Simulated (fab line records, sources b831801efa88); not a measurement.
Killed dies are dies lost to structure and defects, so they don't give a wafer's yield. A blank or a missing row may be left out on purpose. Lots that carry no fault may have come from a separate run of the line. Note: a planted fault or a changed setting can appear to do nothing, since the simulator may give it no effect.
Which tool is to blame? -- flow sky130 -- 12 lots with 34 wafers sampled at 2 steps, on a route of 708 steps

WHAT THE GAUGES SHOWED, per wafer
SKY_VIA1_RS_MEAS_22: the measuring method here is four-point-probe. Usual: VIA1_W_RS gives 0.427 ohm/sq (standard deviation 0.0057).
lot,measured,on,VIA1_W_RS (ohm/sq),flag
L767,day 36 02:58,filmMetro-02,0.432 0.426 0.421,
L768,day 36 05:30,filmMetro-04,0.425 0.425 0.424,
L769,day 36 06:11,filmMetro-01,0.429 0.428 0.426,
L770,day 36 12:22,filmMetro-04,0.431 0.424 0.427,
L772,day 36 23:19,filmMetro-01,0.426 0.426 0.419,
L771,day 37 00:27,filmMetro-01,0.425 0.422 0.425,
L775,day 38 00:56,filmMetro-01,0.425 0.422 0.416,
L777,day 38 16:41,filmMetro-04,0.424 0.433,
L778,day 39 01:58,filmMetro-02,0.426 0.418,
L785,day 40 23:22,filmMetro-02,0.430 0.428 0.433,
L787,day 41 10:55,filmMetro-01,0.448 0.444 0.423,
L788,day 41 12:25,filmMetro-01,0.427 0.435 0.423,

WHICH TOOL RAN EACH LOT (tool, then ch and the chambers of the sampled wafers, then the start)
lot,SKY_VIA1_SPUTTER_20
L767,"pvdSputter-04, day 36 02:49"
L768,"pvdSputter-04, day 36 05:21"
L769,"pvdSputter-02, day 36 06:01"
L770,"pvdSputter-02, day 36 12:13"
L772,"pvdSputter-04, day 36 23:08"
L771,"pvdSputter-04, day 37 00:17"
L775,"pvdSputter-04, day 38 00:46"
L777,"pvdSputter-02, day 38 16:32"
L778,"pvdSputter-02, day 39 01:49"
L785,"pvdSputter-04, day 40 23:10"
L787,"pvdSputter-04, day 41 10:46"
L788,"pvdSputter-04, day 41 12:13"
- SKY_VIA1_SPUTTER_20: material TiN, target thk 20 nm, time 80 s.

WHAT THE TOOLS THEMSELVES READ (means of the sampled wafers that have a number; where no wafer has one, the mark that the record gives instead)
SKY_VIA1_SPUTTER_20. Usual: throttleValvePct at 29.5 %, with a standard deviation of 1.
lot,tool,throttleValvePct (%),flag
L767,pvdSputter-04,30.0,
L768,pvdSputter-04,28.2,
L769,pvdSputter-02,29.8,
L770,pvdSputter-02,29.7,
L772,pvdSputter-04,29.1,
L771,pvdSputter-04,28.9,
L775,pvdSputter-04,29.0,
L777,pvdSputter-02,29.5,
L778,pvdSputter-02,29.2,
L785,pvdSputter-04,29.0,
L787,pvdSputter-04,29.1,
L788,pvdSputter-04,29.6,

THE ANSWER, worked out from the rows above alone
Rule: take the mean of a lot's wafers that have a number; if it is more than 3 standard deviations from the usual mean, the lot is off. Also off: a lot with no number at a reading for which 4 or more lots have one. Where the step has rows for the other lots, those lots are counted as sound. First the gauges in route order, then the tools' own readings, where a lot's mean is used as printed above. At the first step where some lot is off, the reading lying furthest off is the one used; lots without a number count as furthest.
None of the lots is off at any reading shown; this tells nothing.

WHAT THE SIMULATOR HAD INSERTED
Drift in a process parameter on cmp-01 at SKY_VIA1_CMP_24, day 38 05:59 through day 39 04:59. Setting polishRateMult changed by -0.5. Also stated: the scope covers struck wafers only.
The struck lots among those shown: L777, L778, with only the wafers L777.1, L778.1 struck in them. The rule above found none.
